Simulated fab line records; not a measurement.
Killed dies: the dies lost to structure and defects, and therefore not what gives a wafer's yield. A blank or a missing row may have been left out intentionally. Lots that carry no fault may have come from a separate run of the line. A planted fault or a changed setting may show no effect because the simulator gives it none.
fab line records	flow sfq_line
record lots=5	wafers=23
route steps=325 shown M1@65 I1@74 M2@95 I2@104 M3@119 M4@152 I4@167
start_h: start of the lot's first displayed wafer, in hours after the record's first day	wait_h: hours elapsed since this lot's preceding step	" repeats the value in the row above	L1.1+2: a single row standing in for several wafers	- no value, or no start given	* or withheld: withheld	< > ~ a bound
route shown NAME@n: a module of which the file shows steps, and the number in the route of the first	usual: average and standard deviation across the fault-free wafers	same: alike in all rows	chamber/n: place in a boat	sites: each site's reading	_std_site: standard deviation across them	_edge_site: outer sites' mean less inner sites'	radius_mm: for every site, how far away it sits from the centre of the wafer	mask NAME#n: copy n	behind: the most recent tool/chamber to have shaped the wafer	hold: why the lot went on hold/how many hours it stayed there/how the hold came to an end	device: the transistor (n, p or np) that didn't switch	end of line: tests run on the same wafers once the route is complete	step lacking rows: just its recipe	killed: dies that structure and defects cost at the first sort, which is not the same as the wafer's yield	map: a wafer's dies, x killed, . not, _ none there
set.NAME: the setting that was run; set.NAME@STEP: the one run at that earlier step	model.NAME: the simulator's own value behind a step, which no gauge read
lots where settings were altered on purpose, with a table for each step and a row for each wafer
## steps
# step SFQ_TRILAYER_M1_LITHO_EXPOSE_040
# recipe mask_id=M1	na=0.6	source_shape=conventional	sigma_outer=0.65	target_cd_nm=500	dose_mj=14.4
lot.wafer	tool	chamber	start_h	wait_h	mask	set.dose_mj
L074.1+3+4	krf_scanner-01	0	295.11	-	M1#0	14.4
L074.2+5	"	0	"	"	M1#0	13.53
L077.1+4+5	krf_scanner-01	0	325.11	-	M1#0	14.4
L082.1+2+3+4+5	krf_scanner-01	0	368.77	-	M1#0	14.4
L084.1+3+4	krf_scanner-01	0	390.92	-	M1#0	14.07
L084.5+6	"	0	"	"	M1#0	14.4
L085.1+2+3+4+6	krf_scanner-01	0	398.12	-	M1#0	14.4
# step SFQ_TRILAYER_M1_LITHO_PEB_042
# recipe peb_temp_c=115	peb_time_s=58.06	resist=KrF
# step SFQ_TRILAYER_M1_LITHO_DEVELOP_041
# recipe time_s=60	resist=KrF
# step SFQ_TRILAYER_M1_BARC_OPEN_METAL_ETCH_054
# recipe mask_material=PR	chemistry=O2	target_depth_nm=125	target=BARC	icp_w=600	bias_w=80	pressure_mtorr=10	time_s=41.7
lot.wafer	tool	chamber	start_h	wait_h	set.dose_mj@TRILAYER_M1_LITHO_EXPOSE_040	model.M1.cd_nm
L074.1	rie_metal-04	1	296.64	0.0	14.4	505.7
L074.2+5	"	0	"	"	13.53	516.3
L074.3	"	1	"	"	14.4	506.2
L074.4	"	0	"	"	14.4	504.5
L077.1	rie_metal-01	1	326.64	0.0	14.4	505.2
L077.4	"	1	"	"	14.4	504.7
L077.5	"	0	"	"	14.4	505.3
L082.1	rie_metal-01	0	370.31	0.0	14.4	505
L082.2	"	1	"	"	14.4	505.8
L082.3	"	1	"	"	14.4	506.4
L082.4	"	0	"	"	14.4	505.2
L082.5	"	1	"	"	14.4	507.6
L084.1	rie_metal-04	0	392.46	0.0	14.07	508.4
L084.3	"	1	"	"	14.07	508.2
L084.4	"	0	"	"	14.07	506.7
L084.5	"	0	"	"	14.4	503.9
L084.6	"	1	"	"	14.4	505.2
L085.1	rie_metal-04	1	399.66	0.0	14.4	504.3
L085.2	"	0	"	"	14.4	503.2
L085.3	"	1	"	"	14.4	503.4
L085.4	"	0	"	"	14.4	503.1
L085.6	"	1	"	"	14.4	504.2
# step SFQ_TRILAYER_M1_ETCH_METAL_ETCH_042
# recipe target=Nb	stop_on=SiO2	mask_material=PR	chemistry=Cl2/Ar	target_depth_nm=240	icp_w=600	bias_w=80	pressure_mtorr=10	time_s=120
# usual oes_product_au=0.894/0.0071
lot.wafer	tool	chamber	start_h	wait_h	set.time_s@TRILAYER_M1_DEP_SPUTTER_037	oes_product_au
L074.1	rie_metal-04	1	296.70	0.0	133.3	0.894
L074.2	"	0	"	"	133.3	0.893
L074.3	"	1	"	"	133.3	0.891
L074.4	"	0	"	"	133.3	0.893
L074.5	"	0	"	"	133.3	0.890
L077.1	rie_metal-01	1	326.70	0.0	133.3	0.884
L077.4	"	1	"	"	133.3	0.889
L077.5	"	0	"	"	133.3	0.892
L082.1	rie_metal-01	0	370.37	0.0	116	0.825
L082.2	"	1	"	"	133.3	0.897
L082.3	"	1	"	"	133.3	0.897
L082.4	"	0	"	"	133.3	0.890
L082.5	"	1	"	"	116	0.823
L084.1	rie_metal-04	0	392.52	0.0	151.9	0.964
L084.3	"	1	"	"	151.9	0.975
L084.4	"	0	"	"	133.3	0.896
L084.5	"	0	"	"	133.3	0.906
L084.6	"	1	"	"	133.3	0.883
L085.1	rie_metal-04	1	399.72	0.0	133.3	0.898
L085.2	"	0	"	"	133.3	0.899
L085.3	"	1	"	"	118.3	0.844
L085.4	"	0	"	"	133.3	0.904
L085.6	"	1	"	"	118.3	0.839
# step SFQ_TRILAYER_I1_CMP_CMP_046
# recipe material=SiO2	down_force_psi=3	platen_rpm=60	pad_velocity_m_s=0.94248
lot.wafer	tool	chamber	start_h	wait_h	set.leave_above_ref_nm	model.SiO2_of_TRILAYER_I1_DEP_PECVD_045.thk_nm
L074.4	cmp-01	3	300.67	3.0	211.9	211.2
L074.3	"	0	"	"	200	200.4
L074.2	"	1	"	"	200	199.4
L074.1	"	2	"	"	211.9	212.4
L074.5	"	3	"	"	211.9	211.3
L077.1	cmp-02	3	329.43	1.8	200	200.3
L077.4	"	2	330.93	3.2	200	201.5
L077.5	"	0	331.93	4.2	200	200.8
L082.4	cmp-02	2	382.62	11.3	200	201.4
L082.1	"	3	"	"	194.6	194.3
L082.2	"	0	"	"	194.6	194.4
L082.3	"	1	"	"	200	200
L082.5	"	3	385.12	13.8	200	199.9
L084.4	cmp-01	2	401.33	7.8	200	201.8
L084.3	"	3	"	"	210.2	209.9
L084.1	"	1	402.83	9.4	210.2	210
L084.5	"	2	"	"	200	200
L084.6	"	3	"	"	210.2	211.8
L085.2	cmp-01	2	413.33	12.7	195.9	194.8
L085.3	"	3	"	"	200	199.3
L085.1	"	0	"	"	200	200.1
L085.4	"	1	"	"	195.9	194.5
L085.6	"	2	"	"	200	199.4
# step SFQ_TRILAYER_I1_METRO_MEASURE_047
# usual thk_nm=199.7/0.93
lot.wafer	tool	chamber	start_h	wait_h	set.leave_above_ref_nm@TRILAYER_I1_CMP_CMP_046	thk_nm
L074.1	film_metro-04	-	303.79	0.1	211.9	212.3
L074.2	"	-	"	"	200	199.4
L074.3	"	-	"	"	200	200.5
L074.4	"	-	"	"	211.9	211.0
L074.5	"	-	"	"	211.9	211.3
L077.1	film_metro-02	-	332.55	0.1	200	200.2
L077.4	"	-	"	"	200	201.6
L077.5	"	-	"	"	200	200.7
L082.1	film_metro-01	-	385.74	0.1	194.6	194.1
L082.2	"	-	"	"	194.6	194.4
L082.3	"	-	"	"	200	200.0
L082.4	"	-	"	"	200	201.4
L082.5	"	-	"	"	200	199.8
L084.1	film_metro-04	-	404.45	0.1	210.2	210.0
L084.3	"	-	"	"	210.2	210.1
L084.4	"	-	"	"	200	201.7
L084.5	"	-	"	"	200	199.8
L084.6	"	-	"	"	210.2	211.7
L085.1	film_metro-04	-	416.45	0.1	200	200.1
L085.2	"	-	"	"	195.9	194.9
L085.3	"	-	"	"	200	199.1
L085.4	"	-	"	"	195.9	194.5
L085.6	"	-	"	"	200	199.4
# step SFQ_TRILAYER_I1_VIA_BARC_OPEN_VIA_ETCH_071
# recipe mask_material=PR	chemistry=O2	target_depth_nm=125	target=BARC	source_w=500	bias_w=80	pressure_mtorr=30	time_s=41.7
lot.wafer	tool	chamber	start_h	wait_h	set.bias_w
L074.1+2+3+4+5	rie_diel-02	0,3,2,1,3	348.19	0.0	80
L077.1+4+5	rie_diel-02	0,1,2	378.19	0.0	80
L082.1+2+3+4+5	rie_diel-02	2,0,3,0,2	429.44	0.0	80
L084.1+5+6	rie_diel-03	2,1,2	449.64	0.0	86.84
L084.3+4	"	0,1	"	"	80
L085.1+2+6	rie_diel-02	2,1,1	462.84	0.0	80
L085.3+4	"	3,0	"	"	73.23
# step SFQ_TRILAYER_I1_VIA_ETCH_VIA_ETCH_052
# recipe target=SiO2	stop_on=Nb	mask_material=PR	taper_deg=20	chemistry=CHF3	target_depth_nm=260	source_w=500	bias_w=81.47	pressure_mtorr=30	time_s=withheld
# usual oes_product_au=0.854/0.0048
lot.wafer	tool	chamber	start_h	wait_h	set.leave_above_ref_nm@TRILAYER_I1_CMP_CMP_046	oes_product_au	model.I1.feature_depth_nm
L074.1	rie_diel-02	0	348.23	0.0	211.9	0.884	212.5
L074.2	"	3	"	"	200	0.850	199.6
L074.3	"	2	"	"	200	0.855	200.6
L074.4	"	1	"	"	211.9	0.886	211.3
L074.5	"	3	"	"	211.9	0.886	211.5
L077.1	rie_diel-02	0	378.23	0.0	200	0.857	200.4
L077.4	"	1	"	"	200	0.863	201.7
L077.5	"	2	"	"	200	0.856	200.9
L082.1	rie_diel-02	2	429.48	0.0	194.6	0.838	194.4
L082.2	"	0	"	"	194.6	0.842	194.6
L082.3	"	3	"	"	200	0.852	200.1
L082.4	"	0	"	"	200	0.856	201.6
L082.5	"	2	"	"	200	0.849	200.1
L084.1	rie_diel-03	2	449.68	0.0	210.2	0.880	210.1
L084.3	"	0	"	"	210.2	0.881	210.1
L084.4	"	1	"	"	200	0.859	202
L084.5	"	1	"	"	200	0.854	200.1
L084.6	"	2	"	"	210.2	0.889	211.9
L085.1	rie_diel-02	2	462.88	0.0	200	0.854	200.2
L085.2	"	1	"	"	195.9	0.849	194.9
L085.3	"	3	"	"	200	0.854	199.5
L085.4	"	0	"	"	195.9	0.838	194.7
L085.6	"	1	"	"	200	0.846	199.5
# step SFQ_TRILAYER_M2_LITHO_EXPOSE_058
# recipe mask_id=M2	na=0.6	source_shape=conventional	sigma_outer=0.65	target_cd_nm=500	dose_mj=14.4
lot.wafer	tool	chamber	start_h	wait_h	mask	set.dose_mj
L074.1+5	krf_scanner-01	0	460.10	-	M2#0	14.4
L074.2+3+4	"	0	"	"	M2#0	15.06
L077.1+4+5	krf_scanner-01	0	494.90	-	M2#0	14.4
L082.1+4	krf_scanner-01	0	553.15	-	M2#0	14.4
L082.2+3+5	"	0	"	"	M2#0	15.46
L084.1+3+4+5+6	krf_scanner-01	0	582.87	-	M2#0	14.4
L085.1+4	krf_scanner-01	0	596.40	-	M2#0	14.4
L085.2+3+6	"	0	"	"	M2#0	13.5
# step SFQ_TRILAYER_M2_LITHO_PEB_060
# recipe peb_temp_c=115	peb_time_s=61.6	resist=KrF
# step SFQ_TRILAYER_M2_LITHO_DEVELOP_059
# recipe time_s=60	resist=KrF
# step SFQ_TRILAYER_M2_BARC_OPEN_METAL_ETCH_077
# recipe mask_material=PR	chemistry=O2	target_depth_nm=125	target=BARC	icp_w=600	bias_w=80	pressure_mtorr=10	time_s=41.7
lot.wafer	tool	chamber	start_h	wait_h	set.dose_mj@TRILAYER_M2_LITHO_EXPOSE_058	model.M2.cd_nm
L074.1	rie_metal-03	1	461.63	0.0	14.4	498.5
L074.2	"	0	"	"	15.06	493.5
L074.3	"	0	"	"	15.06	492.2
L074.4	"	1	"	"	15.06	491.7
L074.5	"	1	"	"	14.4	500.7
L077.1	rie_metal-04	1	496.43	0.0	14.4	497
L077.4	"	1	"	"	14.4	496.2
L077.5	"	1	"	"	14.4	495.7
L082.1	rie_metal-02	0	554.68	0.0	14.4	495.1
L082.2+5	"	1	"	"	15.46	486.5
L082.3	"	0	"	"	15.46	485.3
L082.4	"	1	"	"	14.4	498.1
L084.1+3	rie_metal-02	1,0	584.40	0.0	14.4	496.2
L084.4+5	"	1,0	"	"	14.4	495.5
L084.6	"	1	"	"	14.4	496.1
L085.1	rie_metal-04	0	597.94	0.0	14.4	497.6
L085.2	"	1	"	"	13.5	506.5
L085.3	"	0	"	"	13.5	506.7
L085.4	"	1	"	"	14.4	496.2
L085.6	"	0	"	"	13.5	508.2
# step SFQ_TRILAYER_M2_ETCH_METAL_ETCH_060
# recipe target=Nb	stop_on=SiO2	mask_material=PR	chemistry=Cl2/Ar	target_depth_nm=240	icp_w=600	bias_w=80	pressure_mtorr=10	time_s=120
lot.wafer	tool	chamber	start_h	wait_h	set.dose_mj@TRILAYER_M2_LITHO_EXPOSE_058	model.M2.cd_nm
L074.1	rie_metal-03	1	461.69	0.0	14.4	500.5
L074.2	"	0	"	"	15.06	494.5
L074.3	"	0	"	"	15.06	493.1
L074.4	"	1	"	"	15.06	493
L074.5	"	1	"	"	14.4	503.1
L077.1	rie_metal-04	1	496.49	0.0	14.4	498.1
L077.4	"	1	"	"	14.4	498.3
L077.5	"	1	"	"	14.4	497.2
L082.1	rie_metal-02	0	554.74	0.0	14.4	495.6
L082.2	"	1	"	"	15.46	487.5
L082.3	"	0	"	"	15.46	486.5
L082.4	"	1	"	"	14.4	500
L082.5	"	1	"	"	15.46	487.9
L084.1+4	rie_metal-02	1	584.46	0.0	14.4	498.1
L084.3	"	0	"	"	14.4	498.9
L084.5	"	0	"	"	14.4	498.2
L084.6	"	1	"	"	14.4	498.8
L085.1	rie_metal-04	0	598.00	0.0	14.4	496.6
L085.2	"	1	"	"	13.5	508
L085.3	"	0	"	"	13.5	505.9
L085.4	"	1	"	"	14.4	498.3
L085.6	"	0	"	"	13.5	508.1
# step SFQ_TRILAYER_I2_CMP_CMP_064
# recipe material=SiO2	down_force_psi=3	platen_rpm=60	pad_velocity_m_s=0.94248
# usual time_to_endpoint_s=217/7.1
lot.wafer	tool	chamber	start_h	wait_h	set.down_force_psi	time_to_endpoint_s
L074.2	cmp-02	1	471.17	8.5	3.149	207
L074.4	"	2	"	"	3.149	233
L074.1	"	3	"	"	3	216
L074.3	"	0	"	"	3	221
L074.5	"	2	473.67	11.0	3	239
L077.1	cmp-01	2	506.09	8.7	3	212
L077.4	"	0	507.09	9.6	3	218
L077.5	"	2	508.09	10.6	3	225
L082.1	cmp-02	0	561.17	5.5	3.118	201
L082.4	"	1	"	"	3	206
L082.2	"	2	"	"	3	204
L082.3	"	3	"	"	3.118	198
L082.5	"	1	563.67	8.0	3	212
L084.4	cmp-02	0	591.67	6.2	3	214
L084.1	"	1	"	"	3	215
L084.3	"	2	"	"	2.622	256
L084.5	"	3	"	"	2.622	253
L084.6	"	0	"	"	2.622	259
L085.3	cmp-01	2	605.95	7.0	2.553	244
L085.4	"	3	"	"	3	225
L085.1	"	0	"	"	2.553	252
L085.2	"	1	"	"	3	215
L085.6	"	2	"	"	3	216
# step SFQ_TRILAYER_M3_DEP_SPUTTER_073
# recipe material=Nb	base_pressure_pa=1.33e-06	chamber_pressure_pa=0.1333	substrate_temp_c=20	resputter_cathode_voltage_v=400	target_thk_nm=200	power_w=2000	time_s=133.3
lot.wafer	tool	chamber	start_h	wait_h	set.time_s	model.Nb_of_TRILAYER_M3_DEP_SPUTTER_073.thk_nm
L074.1	pvd_sputter-06	-	513.00	0.0	133.3	199.4
L074.2	"	-	"	"	133.3	200.5
L074.3	"	-	"	"	133.3	201
L074.4	"	-	"	"	125.8	189.8
L074.5	"	-	"	"	125.8	188.8
L077.1	pvd_sputter-03	-	544.20	0.0	133.3	202.7
L077.4	"	-	"	"	133.3	202.2
L077.5	"	-	"	"	133.3	201
L082.1	pvd_sputter-05	-	590.66	0.0	133.3	198.8
L082.2	"	-	"	"	123.8	182.7
L082.3	"	-	"	"	123.8	186
L082.4	"	-	"	"	133.3	198.1
L082.5	"	-	"	"	133.3	198.9
L084.1	pvd_sputter-06	-	610.85	0.0	133.3	196.5
L084.3	"	-	"	"	149.7	221.5
L084.4	"	-	"	"	149.7	220.6
L084.5	"	-	"	"	149.7	220.2
L084.6	"	-	"	"	133.3	195.8
L085.1	pvd_sputter-05	-	622.65	0.0	133.3	200.8
L085.2	"	-	"	"	120.4	179.4
L085.3	"	-	"	"	133.3	202.2
L085.4	"	-	"	"	133.3	203.5
L085.6	"	-	"	"	120.4	182
# step SFQ_M3_RS_MEAS_919
# recipe thk_meas_gauge=four-point-probe	reads=Nb_of_TRILAYER_M3_DEP_SPUTTER_073
# usual M3_NB_RS=0.889/0.01
lot.wafer	tool	chamber	start_h	wait_h	set.time_s@TRILAYER_M3_DEP_SPUTTER_073	M3_NB_RS[ohm/sq]
L074.1	film_metro-03	-	513.09	0.0	133.3	0.891
L074.2	"	-	"	"	133.3	0.884
L074.3	"	-	"	"	133.3	0.884
L074.4	"	-	"	"	125.8	0.937
L074.5	"	-	"	"	125.8	0.941
L077.1	film_metro-03	-	544.29	0.0	133.3	0.878
L077.4	"	-	"	"	133.3	0.879
L077.5	"	-	"	"	133.3	0.884
L082.1	film_metro-02	-	590.75	0.0	133.3	0.897
L082.2	"	-	"	"	123.8	0.977
L082.3	"	-	"	"	123.8	0.959
L082.4	"	-	"	"	133.3	0.899
L082.5	"	-	"	"	133.3	0.897
L084.1	film_metro-02	-	610.94	0.0	133.3	0.907
L084.3	"	-	"	"	149.7	0.803
L084.4	"	-	"	"	149.7	0.807
L084.5	"	-	"	"	149.7	0.809
L084.6	"	-	"	"	133.3	0.911
L085.1	film_metro-04	-	622.74	0.0	133.3	0.886
L085.2	"	-	"	"	120.4	0.993
L085.3	"	-	"	"	133.3	0.878
L085.4	"	-	"	"	133.3	0.870
L085.6	"	-	"	"	120.4	0.974
# step SFQ_TRILAYER_M3_LITHO_COAT_075
# recipe resist=KrF	spin_rpm=3000	resist_thk_nm=600
lot.wafer	tool	chamber	start_h	wait_h	set.spin_rpm	model.KrF_of_TRILAYER_M3_LITHO_COAT_075.thk_nm
L074.1	litho_track-01	0	513.57	0.2	2904	608.7
L074.2	"	0	"	"	3000	599.4
L074.3	"	0	"	"	2904	610.2
L074.4+5	"	0	"	"	3000	-
L077.1	litho_track-03	0	544.77	0.2	3000	599.1
L077.4	"	0	"	"	3000	598.8
L077.5	"	0	"	"	3000	599.2
L082.1	litho_track-03	0	591.23	0.2	2908	610.1
L082.2+3	"	0	"	"	3000	-
L082.4	"	0	"	"	2908	611.9
L082.5	"	0	"	"	3000	599.8
L084.1	litho_track-03	0	611.42	0.2	3000	600.2
L084.3+5	"	0	"	"	3000	-
L084.4	"	0	"	"	2832	-
L084.6	"	0	"	"	2832	616.3
L085.1	litho_track-04	0	623.22	0.2	3000	597.5
L085.2	"	0	"	"	3100	-
L085.3	"	0	"	"	3000	598
L085.4	"	0	"	"	3100	588.3
L085.6	"	0	"	"	3000	-
# step SFQ_TRILAYER_M3_ETCH_METAL_ETCH_078
# recipe target=Nb	stop_on=SiO2	mask_material=PR	chemistry=Cl2/Ar	target_depth_nm=240	icp_w=600	bias_w=80	pressure_mtorr=10	time_s=120
# usual oes_product_au=0.894/0.0062
lot.wafer	tool	chamber	start_h	wait_h	set.bias_w	set.time_s@TRILAYER_M3_DEP_SPUTTER_073	set.spin_rpm@TRILAYER_M3_LITHO_COAT_075	oes_product_au	model.KrF_of_TRILAYER_M3_LITHO_COAT_075.thk_nm
L074.1	rie_metal-04	1	545.70	0.0	80	133.3	2904	0.889	385.8
L074.2	"	0	"	"	80	133.3	3000	0.889	377.5
L074.3	"	0	"	"	80	133.3	2904	0.895	388.6
L074.4	"	1	"	"	80	125.8	3000	0.876	-
L074.5	"	1	"	"	80	125.8	3000	0.862	-
L077.1	rie_metal-04	1	573.30	0.0	80	133.3	3000	0.904	378
L077.4	"	0	"	"	80	133.3	3000	0.903	378.7
L077.5	"	0	"	"	80	133.3	3000	0.903	377.8
L082.1	rie_metal-04	1	605.42	0.0	80	133.3	2908	0.893	389.2
L082.2	"	0	"	"	80	123.8	3000	0.850	-
L082.3	"	0	"	"	80	123.8	3000	0.852	-
L082.4	"	1	"	"	80	133.3	2908	0.885	390.8
L082.5	"	0	"	"	80	133.3	3000	0.895	380.3
L084.1	rie_metal-03	1	633.15	0.0	80	133.3	3000	0.884	386.6
L084.3	"	0	"	"	85.63	149.7	3000	0.951	-
L084.4	"	1	"	"	85.63	149.7	2832	0.955	-
L084.5	"	1	"	"	80	149.7	3000	0.949	-
L084.6	"	0	"	"	85.63	133.3	2832	0.882	395.1
L085.1	rie_metal-03	0	642.75	0.0	84.97	133.3	3000	0.899	376
L085.2	"	1	"	"	84.97	120.4	3100	0.844	-
L085.3	"	1	"	"	80	133.3	3000	0.895	381.9
L085.4	"	0	"	"	80	133.3	3100	0.905	371.1
L085.6	"	0	"	"	80	120.4	3000	0.852	-
# step SFQ_TRILAYER_M4_LITHO_COAT_098
# recipe resist=BARC	spin_rpm=3000	resist_thk_nm=62
lot.wafer	tool	chamber	start_h	wait_h	set.spin_rpm	model.BARC_of_TRILAYER_M4_LITHO_COAT_098.thk_nm
L074.1	litho_track-04	0	711.31	0.1	3000	61.83
L074.2	"	0	"	"	3000	61.72
L074.3	"	0	"	"	3203	59.65
L074.4	"	0	"	"	3000	61.77
L074.5	"	0	"	"	3203	59.91
L077.1	litho_track-02	0	742.52	0.1	3000	62.01
L077.4	"	0	"	"	3000	61.79
L077.5	"	0	"	"	3000	62.05
L082.1	litho_track-04	0	784.48	0.1	3061	61.13
L082.2	"	0	"	"	3000	61.87
L082.3	"	0	"	"	3061	61.41
L082.4	"	0	"	"	3000	61.85
L082.5	"	0	"	"	3061	61.12
L084.1	litho_track-04	0	797.86	0.1	3000	62.17
L084.3	"	0	"	"	2844	63.67
L084.4	"	0	"	"	3000	62.27
L084.5	"	0	"	"	2844	63.78
L084.6	"	0	"	"	3000	62.25
L085.1	litho_track-04	0	806.25	0.1	3000	62.27
L085.2	"	0	"	"	3000	62.04
L085.3	"	0	"	"	3000	62.06
L085.4	"	0	"	"	3000	62
L085.6	"	0	"	"	3000	62.25
# step SFQ_TRILAYER_I4_VIA_LITHO_COAT_108
# recipe resist=BARC	spin_rpm=3000	resist_thk_nm=62
lot.wafer	tool	chamber	start_h	wait_h	set.resist_thk_nm	model.BARC_of_TRILAYER_I4_VIA_LITHO_COAT_108.thk_nm
L074.1	litho_track-01	0	897.41	1.0	62	61.87
L074.2	"	0	"	"	59.15	59
L074.3	"	0	"	"	59.15	59.11
L074.4	"	0	"	"	62	61.84
L074.5	"	0	"	"	59.15	58.95
L077.1	litho_track-01	0	922.14	1.0	62	61.99
L077.4	"	0	"	"	62	62.14
L077.5	"	0	"	"	62	62.09
L082.1	litho_track-02	0	962.63	1.0	62	61.84
L082.2	"	0	"	"	62	61.9
L082.3	"	0	"	"	64.87	64.74
L082.4	"	0	"	"	64.87	64.49
L082.5	"	0	"	"	64.87	64.56
L084.1+3	litho_track-01	0	968.63	1.0	62	61.97
L084.4	"	0	"	"	59.84	59.6
L084.5	"	0	"	"	59.84	59.63
L084.6	"	0	"	"	62	61.96
L085.1	litho_track-01	0	974.63	1.0	62	61.84
L085.2	"	0	"	"	62	61.74
L085.3	"	0	"	"	62	61.97
L085.4	"	0	"	"	62	61.91
L085.6	"	0	"	"	62	61.89
## key
split step=SFQ_TRILAYER_M1_LITHO_EXPOSE_040	setting=dose_mj	stated=14.4	by=wafer
response step=SFQ_TRILAYER_M1_BARC_OPEN_METAL_ETCH_054	reading=model.M1.cd_nm	change=-1.74	per=1%	r=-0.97
split step=SFQ_TRILAYER_I1_CMP_CMP_046	setting=leave_above_ref_nm	stated=200	by=wafer
response step=SFQ_TRILAYER_I1_CMP_CMP_046	reading=model.SiO2_of_TRILAYER_I1_DEP_PECVD_045.thk_nm	change=+2	per=1%	r=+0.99
response step=SFQ_TRILAYER_I1_METRO_MEASURE_047	reading=thk_nm	change=+2	per=1%	r=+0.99
response step=SFQ_TRILAYER_I1_VIA_ETCH_VIA_ETCH_052	reading=oes_product_au	change=+0.00522	per=1%	r=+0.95
response step=SFQ_TRILAYER_I1_VIA_ETCH_VIA_ETCH_052	reading=model.I1.feature_depth_nm	change=+2	per=1%	r=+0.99
split step=SFQ_TRILAYER_I1_VIA_BARC_OPEN_VIA_ETCH_071	setting=bias_w	stated=80	by=wafer
response none clear
split step=SFQ_TRILAYER_M2_LITHO_EXPOSE_058	setting=dose_mj	stated=14.4	by=wafer
response step=SFQ_TRILAYER_M2_BARC_OPEN_METAL_ETCH_077	reading=model.M2.cd_nm	change=-1.52	per=1%	r=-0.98
response step=SFQ_TRILAYER_M2_ETCH_METAL_ETCH_060	reading=model.M2.cd_nm	change=-1.55	per=1%	r=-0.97
split step=SFQ_TRILAYER_I2_CMP_CMP_064	setting=down_force_psi	stated=3	by=wafer
response step=SFQ_TRILAYER_I2_CMP_CMP_064	reading=time_to_endpoint_s	change=*	per=1%	r=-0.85
split step=SFQ_TRILAYER_M3_DEP_SPUTTER_073	setting=time_s	stated=133.3	by=wafer
response step=SFQ_TRILAYER_M3_DEP_SPUTTER_073	reading=model.Nb_of_TRILAYER_M3_DEP_SPUTTER_073.thk_nm	change=+2.06	per=1%	r=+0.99
response step=SFQ_M3_RS_MEAS_919	reading=M3_NB_RS	change=-0.00942	per=1%	r=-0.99
response step=SFQ_TRILAYER_M3_ETCH_METAL_ETCH_078	reading=oes_product_au	change=+0.00535	per=1%	r=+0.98
split step=SFQ_TRILAYER_M3_LITHO_COAT_075	setting=spin_rpm	stated=3000	by=wafer
response step=SFQ_TRILAYER_M3_LITHO_COAT_075	reading=model.KrF_of_TRILAYER_M3_LITHO_COAT_075.thk_nm	change=-3.05	per=1%	r=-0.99
response step=SFQ_TRILAYER_M3_ETCH_METAL_ETCH_078	reading=model.KrF_of_TRILAYER_M3_LITHO_COAT_075.thk_nm	change=-2.26	per=1%	r=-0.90
split step=SFQ_TRILAYER_M3_ETCH_METAL_ETCH_078	setting=bias_w	stated=80	by=wafer
response step=SFQ_TRILAYER_M3_ETCH_METAL_ETCH_078	reading=model.KrF_of_TRILAYER_M3_LITHO_COAT_075.thk_nm	slope=-1.04	per=1%	together_with=spin_rpm@TRILAYER_M3_LITHO_COAT_075	explained=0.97
split step=SFQ_TRILAYER_M4_LITHO_COAT_098	setting=spin_rpm	stated=3000	by=wafer
response step=SFQ_TRILAYER_M4_LITHO_COAT_098	reading=model.BARC_of_TRILAYER_M4_LITHO_COAT_098.thk_nm	change=-0.294	per=1%	r=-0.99
split step=SFQ_TRILAYER_I4_VIA_LITHO_COAT_108	setting=resist_thk_nm	stated=62	by=wafer
response step=SFQ_TRILAYER_I4_VIA_LITHO_COAT_108	reading=model.BARC_of_TRILAYER_I4_VIA_LITHO_COAT_108.thk_nm	change=+0.619	per=1%	r=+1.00
split outside_this_file step=SFQ_TRILAYER_M1_DEP_SPUTTER_037 setting=time_s
# split outside_this_file: this setting was split too, and the file shows its column; the key of that split is in another file
